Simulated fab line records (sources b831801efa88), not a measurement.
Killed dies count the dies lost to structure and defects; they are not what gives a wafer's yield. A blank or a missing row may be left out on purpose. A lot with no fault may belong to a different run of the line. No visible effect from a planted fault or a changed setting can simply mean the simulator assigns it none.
Chamber matching | flow gf180mcu | GF_PASSIVATION_CVD_02 on pecvd-04: 3 sister chambers
The step deposits Si3N4, target thk 700 nm, time 486.18 s. 3 wafers are shown with their chamber, then 7 later ones without.

== WAFERS PAIRED WITH THEIR CHAMBERS ==
wafer  | chamber | heaterPowerW (W)
L151.6 | 0       | 721
L155.1 | 2       | 751
L155.2 | 1       | 650

== WAFERS MISSING THEIR CHAMBER ==
wafer  | heaterPowerW (W)
L155.3 | 730
L163.3 | 588
L163.4 | 862
L163.5 | 618
L164.1 | 677
L164.2 | 701
L164.4 | 837

== WHICH CHAMBER EACH WENT THROUGH ==
wafer  | from the rows above          | in truth
L155.3 | can't be placed: 0 or 2 or 1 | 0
L163.3 | can't be placed: 1 or 0 or 2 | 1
L163.4 | can't be placed: 2 or 0 or 1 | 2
L163.5 | can't be placed: 1 or 0 or 2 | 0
L164.1 | can't be placed: 1 or 0 or 2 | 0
L164.2 | can't be placed: 0 or 2 or 1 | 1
L164.4 | can't be placed: 2 or 0 or 1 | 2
Correctly placed: 0 of 7. These rows do not allow placing 7 (true chamber among the candidates in 7). Placed wrongly: 0.
How it was worked out, from the rows above alone: a wafer's distance from a chamber is the root of the sum, over the readings, of the square of ((its reading less the chamber's mean) divided by the reading's scatter). If the next closest chamber is less than 2 further off than the closest, the wafer can't be placed; otherwise it belongs to the closest. For every chamber, the mean is computed from those of its wafers that are shown. The scatter (one wafer shown for each chamber): square how far every hidden wafer sits from the nearest shown wafer, average those squares and take the square root.
